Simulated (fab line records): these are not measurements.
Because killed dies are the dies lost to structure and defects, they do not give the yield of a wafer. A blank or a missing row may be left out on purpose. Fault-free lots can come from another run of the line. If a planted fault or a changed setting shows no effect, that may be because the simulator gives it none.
The tool behind it: which one? :: flow gf180mcu :: 10 lots with 30 wafers sampled at 6 steps, on a route of 602 steps

== WHAT EACH GAUGE READ, for each wafer ==
GF_V3_RS_MEAS_24: a four-point-probe measurement. Usual: V3_W_RS typically reads 0.327 ohm/sq, with standard deviation 0.0031.
lot: L705
measured: day 22 05:04
on: film_metro-04
V3_W_RS (ohm/sq): 0.324 0.327 0.324
flag: 

lot: L707
measured: day 23 01:06
on: film_metro-04
V3_W_RS (ohm/sq): 0.323 0.326 0.325
flag: 

lot: L709
measured: day 24 01:26
on: film_metro-04
V3_W_RS (ohm/sq): 0.327 0.329 0.324
flag: 

lot: L712
measured: day 25 04:40
on: film_metro-03
V3_W_RS (ohm/sq): 0.327 0.328 0.324
flag: 

lot: L714
measured: day 26 03:28
on: film_metro-01
V3_W_RS (ohm/sq): 0.327 0.328 0.329
flag: 

lot: L716
measured: day 26 08:30
on: film_metro-04
V3_W_RS (ohm/sq): 0.331 0.332 0.334
flag: 

lot: L717
measured: day 26 14:43
on: film_metro-04
V3_W_RS (ohm/sq): 0.324 0.323 0.325
flag: 

lot: L718
measured: day 26 23:22
on: film_metro-04
V3_W_RS (ohm/sq): 0.330 0.329 0.329
flag: 

lot: L719
measured: day 27 08:20
on: film_metro-04
V3_W_RS (ohm/sq): 0.233 0.235 0.238 0.233 0.235 0.237
flag: OFF

lot: L720
measured: day 27 16:04
on: film_metro-03
V3_W_RS (ohm/sq): 0.238 0.241 0.239 0.238 0.241 0.239
flag: OFF

GF_V3_THK_MEAS_25: measures by xrf. Usual: V3_W_THK typically reads 351 nm, with standard deviation 5.7.
lot: L705
measured: day 22 05:11
on: film_metro-04
V3_W_THK (nm): 360 356 360
flag: 

lot: L707
measured: day 23 01:12
on: film_metro-04
V3_W_THK (nm): 358 357 356
flag: 

lot: L709
measured: day 24 01:33
on: film_metro-04
V3_W_THK (nm): 354 354 359
flag: 

lot: L712
measured: day 25 04:46
on: film_metro-03
V3_W_THK (nm): 343 345 348
flag: 

lot: L714
measured: day 26 03:34
on: film_metro-01
V3_W_THK (nm): 349 346 345
flag: 

lot: L716
measured: day 26 08:37
on: film_metro-04
V3_W_THK (nm): 350 349 349
flag: 

lot: L717
measured: day 26 14:49
on: film_metro-04
V3_W_THK (nm): 360 362 360
flag: 

lot: L718
measured: day 26 23:28
on: film_metro-04
V3_W_THK (nm): 352 354 352
flag: 

lot: L719
measured: day 27 12:08
on: film_metro-04
V3_W_THK (nm): 496 493 484 497 496 486
flag: OFF

lot: L720
measured: day 28 02:01
on: film_metro-03
V3_W_THK (nm): 478 466 471 475 471 475
flag: OFF

== TOOL THAT RAN EACH LOT (tool first, then ch and the chambers of the sampled wafers, then the start) ==
lot: L705
GF_V2_SPUTTER_21: pvd_sputter-04, day 20 02:11
GF_V3_ETCH_17: rie_diel-02 ch 0,2, day 22 04:17 or earlier
GF_V3_STRIP_18: plasma_asher-03 ch 0,1, day 22 04:17
GF_V3_CVD_23: cvd_w-02 ch 0,1, day 22 04:57

lot: L707
GF_V2_SPUTTER_21: pvd_sputter-04, day 20 21:56
GF_V3_ETCH_17: rie_diel-04 ch 1,2, day 23 00:21 or earlier
GF_V3_STRIP_18: plasma_asher-03 ch 0,1, day 23 00:21
GF_V3_CVD_23: cvd_w-01 ch 0,1, day 23 00:59

lot: L709
GF_V2_SPUTTER_21: pvd_sputter-03, day 21 21:55
GF_V3_ETCH_17: rie_diel-01 ch 2,3, day 24 00:41 or earlier
GF_V3_STRIP_18: plasma_asher-04 ch 0,1, day 24 00:41
GF_V3_CVD_23: cvd_w-02 ch 0,1, day 24 01:19

lot: L712
GF_V2_SPUTTER_21: pvd_sputter-03, day 23 04:35
GF_V3_ETCH_17: rie_diel-04 ch 1,2,3, day 25 03:55 or earlier
GF_V3_STRIP_18: plasma_asher-04 ch 0,1, day 25 03:55
GF_V3_CVD_23: cvd_w-01 ch 0,1, day 25 04:34

lot: L714
GF_V2_SPUTTER_21: pvd_sputter-04, day 24 03:23
GF_V3_ETCH_17: rie_diel-02 ch 1,3, day 26 02:42 or earlier
GF_V3_STRIP_18: plasma_asher-02 ch 0, day 26 02:42
GF_V3_CVD_23: cvd_w-02 ch 0,1, day 26 03:20

lot: L716
GF_V2_SPUTTER_21: pvd_sputter-02, day 24 11:33
GF_V3_ETCH_17: rie_diel-04 ch 0,1,2, day 26 07:45 or earlier
GF_V3_STRIP_18: plasma_asher-03 ch 0,1, day 26 07:45
GF_V3_CVD_23: cvd_w-01 ch 0,1, day 26 08:23

lot: L717
GF_V2_SPUTTER_21: pvd_sputter-02, day 24 17:05
GF_V3_ETCH_17: rie_diel-04 ch 0,1, day 26 13:58 or earlier
GF_V3_STRIP_18: plasma_asher-04 ch 0,1, day 26 13:58
GF_V3_CVD_23: cvd_w-01 ch 0,1, day 26 14:37

lot: L718
GF_V2_SPUTTER_21: pvd_sputter-03, day 25 02:01
GF_V3_ETCH_17: rie_diel-04 ch 1,2,3, day 26 22:36 or earlier
GF_V3_STRIP_18: plasma_asher-03 ch 0,1, day 26 22:36
GF_V3_CVD_23: cvd_w-01 ch 0,1, day 26 23:14

lot: L719
GF_V2_SPUTTER_21: pvd_sputter-04, day 25 11:44
GF_V3_ETCH_17: rie_diel-04 ch 1,2,3, day 27 07:36 or earlier
GF_V3_STRIP_18: plasma_asher-03 ch 0,1, day 27 07:36
GF_V3_CVD_23: cvd_w-01 ch 0,1, day 27 08:14

lot: L720
GF_V2_SPUTTER_21: pvd_sputter-03, day 25 16:52
GF_V3_ETCH_17: rie_diel-04 ch 0,1,3, day 27 15:17 or earlier
GF_V3_STRIP_18: plasma_asher-04 ch 0,1, day 27 15:17
GF_V3_CVD_23: cvd_w-01 ch 0,1, day 27 15:57
- GF_V2_SPUTTER_21: material Ti, target thk 15 nm, time 80.02 s.
- GF_V3_ETCH_17: etches SiO2 in C4F8/O2/Ar, stops on TiN, target depth 635 nm.
- GF_V3_STRIP_18: strips in O2/N2.
- GF_V3_CVD_23: deposits W, target thk 350 nm, time 104.9 s.

== WHAT THE TOOLS THEMSELVES READ (means of the sampled wafers that have a number; where no wafer has one, the mark that the record gives instead) ==
GF_V2_SPUTTER_21. Usual: throttle_valve_pct at 30.2 %, with a standard deviation of 0.9.
lot: L705
tool: pvd_sputter-04
throttle_valve_pct (%): 30.6
flag: 

lot: L707
tool: pvd_sputter-04
throttle_valve_pct (%): 31.0
flag: 

lot: L709
tool: pvd_sputter-03
throttle_valve_pct (%): 30.1
flag: 

lot: L712
tool: pvd_sputter-03
throttle_valve_pct (%): 29.9
flag: 

lot: L714
tool: pvd_sputter-04
throttle_valve_pct (%): 30.6
flag: 

lot: L716
tool: pvd_sputter-02
throttle_valve_pct (%): 30.7
flag: 

lot: L717
tool: pvd_sputter-02
throttle_valve_pct (%): 30.0
flag: 

lot: L718
tool: pvd_sputter-03
throttle_valve_pct (%): 30.2
flag: 

lot: L719
tool: pvd_sputter-04
throttle_valve_pct (%): 30.4
flag: 

lot: L720
tool: pvd_sputter-03
throttle_valve_pct (%): 29.9
flag: 

GF_V3_ETCH_17. Usual: bias_w 1200 W, standard deviation 3.3; chamber_pressure_mTorr 40.01 mTorr, standard deviation 0.037; oes_product_au 0.856 a.u., standard deviation 0.004.
lot: L705
tool: rie_diel-02
bias_w (W): 1202
chamber_pressure_mTorr (mTorr): 39.99
oes_product_au (a.u.): 0.851
flag: 

lot: L707
tool: rie_diel-04
bias_w (W): 1198
chamber_pressure_mTorr (mTorr): 40.01
oes_product_au (a.u.): 0.856
flag: 

lot: L709
tool: rie_diel-01
bias_w (W): 1197
chamber_pressure_mTorr (mTorr): 40.02
oes_product_au (a.u.): 0.857
flag: 

lot: L712
tool: rie_diel-04
bias_w (W): 1201
chamber_pressure_mTorr (mTorr): 39.98
oes_product_au (a.u.): 0.859
flag: 

lot: L714
tool: rie_diel-02
bias_w (W): 1203
chamber_pressure_mTorr (mTorr): 40.02
oes_product_au (a.u.): 0.856
flag: 

lot: L716
tool: rie_diel-04
bias_w (W): 1201
chamber_pressure_mTorr (mTorr): 40.03
oes_product_au (a.u.): 0.855
flag: 

lot: L717
tool: rie_diel-04
bias_w (W): 1200
chamber_pressure_mTorr (mTorr): 40.00
oes_product_au (a.u.): 0.855
flag: 

lot: L718
tool: rie_diel-04
bias_w (W): 1199
chamber_pressure_mTorr (mTorr): 40.03
oes_product_au (a.u.): 0.855
flag: 

lot: L719
tool: rie_diel-04
bias_w (W): 1197
chamber_pressure_mTorr (mTorr): 39.97
oes_product_au (a.u.): 0.857
flag: 

lot: L720
tool: rie_diel-04
bias_w (W): 1198
chamber_pressure_mTorr (mTorr): 39.97
oes_product_au (a.u.): 0.854
flag: 

GF_V3_STRIP_18. Usual: chamber_pressure_mTorr 1500.0 mTorr, standard deviation 1.3; drypump_motor_current_A 6.0 A, standard deviation 0.35; heater_power_w 341 W, standard deviation 41; oes_product_au 0.591 a.u., standard deviation 0.0051.
lot: L705
tool: plasma_asher-03
chamber_pressure_mTorr (mTorr): 1499.6
drypump_motor_current_A (A): 6.0
heater_power_w (W): 335
oes_product_au (a.u.): 0.592
flag: 

lot: L707
tool: plasma_asher-03
chamber_pressure_mTorr (mTorr): 1500.3
drypump_motor_current_A (A): 6.0
heater_power_w (W): 332
oes_product_au (a.u.): 0.589
flag: 

lot: L709
tool: plasma_asher-04
chamber_pressure_mTorr (mTorr): 1501.0
drypump_motor_current_A (A): 6.0
heater_power_w (W): 295
oes_product_au (a.u.): 0.591
flag: 

lot: L712
tool: plasma_asher-04
chamber_pressure_mTorr (mTorr): 1499.6
drypump_motor_current_A (A): 5.7
heater_power_w (W): 305
oes_product_au (a.u.): 0.598
flag: 

lot: L714
tool: plasma_asher-02
chamber_pressure_mTorr (mTorr): 1500.3
drypump_motor_current_A (A): 5.9
heater_power_w (W): 377
oes_product_au (a.u.): 0.587
flag: 

lot: L716
tool: plasma_asher-03
chamber_pressure_mTorr (mTorr): 1499.4
drypump_motor_current_A (A): 6.1
heater_power_w (W): 346
oes_product_au (a.u.): 0.591
flag: 

lot: L717
tool: plasma_asher-04
chamber_pressure_mTorr (mTorr): 1499.5
drypump_motor_current_A (A): 5.7
heater_power_w (W): 306
oes_product_au (a.u.): 0.594
flag: 

lot: L718
tool: plasma_asher-03
chamber_pressure_mTorr (mTorr): 1500.0
drypump_motor_current_A (A): 6.0
heater_power_w (W): 349
oes_product_au (a.u.): 0.585
flag: 

lot: L719
tool: plasma_asher-03
chamber_pressure_mTorr (mTorr): 1498.7
drypump_motor_current_A (A): 6.0
heater_power_w (W): 347
oes_product_au (a.u.): 0.593
flag: 

lot: L720
tool: plasma_asher-04
chamber_pressure_mTorr (mTorr): 1498.8
drypump_motor_current_A (A): 5.7
heater_power_w (W): 308
oes_product_au (a.u.): 0.589
flag: 

GF_V3_CVD_23. Usual: heater_power_w 949 W, standard deviation 140; susceptor_temp_C 399.95 C, standard deviation 0.24.
lot: L705
tool: cvd_w-02
heater_power_w (W): 790
susceptor_temp_C (C): 399.86
flag: 

lot: L707
tool: cvd_w-01
heater_power_w (W): 1004
susceptor_temp_C (C): 399.98
flag: 

lot: L709
tool: cvd_w-02
heater_power_w (W): 885
susceptor_temp_C (C): 400.08
flag: 

lot: L712
tool: cvd_w-01
heater_power_w (W): 1047
susceptor_temp_C (C): 399.87
flag: 

lot: L714
tool: cvd_w-02
heater_power_w (W): 797
susceptor_temp_C (C): 399.77
flag: 

lot: L716
tool: cvd_w-01
heater_power_w (W): 1008
susceptor_temp_C (C): 400.23
flag: 

lot: L717
tool: cvd_w-01
heater_power_w (W): 1057
susceptor_temp_C (C): 400.23
flag: 

lot: L718
tool: cvd_w-01
heater_power_w (W): 1038
susceptor_temp_C (C): 400.03
flag: 

lot: L719
tool: cvd_w-01
heater_power_w (W): 1148
susceptor_temp_C (C): 417.93
flag: OFF

lot: L720
tool: cvd_w-01
heater_power_w (W): 1141
susceptor_temp_C (C): 418.52
flag: OFF

== THE ANSWER, worked out from the rows above alone ==
Rule: a lot counts as off when the mean over its wafers that have a number is more than 3 standard deviations away from the usual mean. A lot without any number at a reading at which 4 lots or more have one is off too. All remaining lots with rows at the step are treated as sound. Order of review: gauges by route order, followed by the tools' own readings, for which a lot's mean as printed above is used. The first step at which some lot is off is used, and at that step the reading that is off furthest; a lot without a number counts as furthest.
Off: L719, L720, seen at GF_V3_RS_MEAS_24 (V3_W_RS).
A tool fits if, at a process step before that reading, it ran every lot that is off, and no sound lot after the first of them. Not tried: the gauges at GF_V3_RS_MEAS_24; whatever is off there is also off at GF_V3_CVD_23, on other tools, and gauge error can't account for it. With no start given for some of its lots, GF_V3_ETCH_17 uses the hours and lot order of GF_V3_STRIP_18. Can't be told from this: 2 tools fit, rie_diel-04 at GF_V3_ETCH_17, cvd_w-01 at GF_V3_CVD_23.

== WHAT HAD BEEN PUT IN BY THE SIMULATOR ==
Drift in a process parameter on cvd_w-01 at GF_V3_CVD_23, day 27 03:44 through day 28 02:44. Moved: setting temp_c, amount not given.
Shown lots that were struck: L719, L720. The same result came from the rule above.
